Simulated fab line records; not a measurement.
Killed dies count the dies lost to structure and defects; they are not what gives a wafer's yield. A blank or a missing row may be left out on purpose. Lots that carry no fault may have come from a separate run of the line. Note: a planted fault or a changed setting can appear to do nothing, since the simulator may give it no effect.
Problem report in the 8D (eight disciplines) form, filled by code + flow sky130 + the parts of the form that need people (team, actions taken, sign-off) are left out

== 1. WHAT IS WRONG ==
overpolish run s at SKY_VIA4_CMP_21 reads a mean of 0.031 s on 1 wafer of 1 lot; wafers without a fault read 25.000 s with a standard deviation of 0.01. So: -99 or more standard deviations from the usual mean.
The step: polishes, stops on SiO2, t overpolish 25 s, target thk 0 nm.
The first sign was on wafer L864.3 at day 46 19:17, on cmp-02. Wafers with a number at this step in the record: 39, from 13 lots. Rule for "out" (also "out of limits"): further than 4 standard deviations from the usual mean. The rest of the wafers with a number are treated as sound.

== 2. WHAT THIS IS AND IS NOT ==
| question                    | is                                   | is not                                                                 |
|-----------------------------|--------------------------------------|------------------------------------------------------------------------|
| which readings at this step | overpolish run s, time to endpoint s | motor current A, slurry filter dp kPa                                  |
| which lots                  | L864                                 | L851, L852, L853, L855, L856, L857, L859, L860, L861, L862, L863, L869 |
| which wafers of those lots  | L864.3                               | L864.5, L864.6                                                         |
| read on which tools         | cmp-02                               | cmp-01                                                                 |
| when                        | from day 46 19:17                    | up to then (35 sound wafers); but 3 sound wafers of L869 came after    |

== 3. WHAT RULES OUT EACH SUSPECT ==
Counting: any tool at a process step up to the reading remains a suspect provided it ran every lot that is out. Sound lots after the first of them don't rule it out here, since some wafers of a struck lot are sound.
- cmp-02 at SKY_VIA3_CMP_02 (polishes SiO2): kept. The lot that is out, L864, ran on it at day 42 22:48; the last sound lot it ran before that was L863, at day 42 14:52.
- pvd sputter-04 at SKY_CAP2M_SPUTTER_02 (material TiN, target thk 200 nm, time 166.7 s): kept. The lot that is out, L864, ran on it at day 43 23:45; the last sound lot it ran before that was L863, at day 43 16:13.
- plasma asher-04 at SKY_METAL4_STRIP_19 (strips in O2/N2): kept. The lot that is out, L864, ran on it at day 45 20:07; the last sound lot it ran before that was L860, at day 44 20:26.
- cmp-02 at SKY_VIA4_CMP_21 (polishes, stops on SiO2, t overpolish 25 s, target thk 0 nm): kept. The lot that is out, L864, ran on it at day 46 19:17; the last sound lot it ran before that was L863, at day 46 12:05. Out on those wafers are its own readings of overpolish run s, time to endpoint s.
- In cmp-02 at SKY_VIA3_CMP_02, the wafers that are out were processed in chamber 1 and their sound lot-mates in chambers 0, 3.
- In cmp-02 at SKY_VIA4_CMP_21, the wafers that are out were processed in chamber 1 and their sound lot-mates in chambers 2, 3.
Left after counting: cmp-02 at SKY_VIA3_CMP_02, pvd sputter-04 at SKY_CAP2M_SPUTTER_02, plasma asher-04 at SKY_METAL4_STRIP_19, cmp-02 at SKY_VIA4_CMP_21.

== 4. THE CAUSE (what the simulator had put in) ==
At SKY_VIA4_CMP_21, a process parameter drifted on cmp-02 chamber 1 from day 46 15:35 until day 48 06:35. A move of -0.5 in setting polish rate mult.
Counting leaves 4 suspects; this tool is one of them.

== 5. THE CHAIN OF EFFECTS, in route order ==
Each row: a reading whose mean over the struck wafers that have a number lies more than 3 standard deviations from the usual. Readings are gone through only where the record gives a usual standard deviation; hours: the median, over the lots, of the time from a lot's start at the first step in this table giving one to that lot's start at this step; sigmas: the change measured in usual standard deviations.
| hours | step            | reading            | usual    | on struck wafers | change  | sigmas      |
|-------|-----------------|--------------------|----------|------------------|---------|-------------|
| 0     | SKY_VIA4_CMP_21 | overpolish run s   | 25.000 s | 0.031            | -24.969 | -99 or more |
| 0     | SKY_VIA4_CMP_21 | time to endpoint s | 120 s    | 189              | +69     | +20         |
Its process steps:
- SKY_VIA4_CMP_21: polishes, stops on SiO2, t overpolish 25 s, target thk 0 nm.

== 6. WHAT WOULD HAVE CAUGHT IT SOONER ==
The fault began at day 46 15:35; the first out-of-limits reading in this record came at day 46 19:17, 4 hours later.
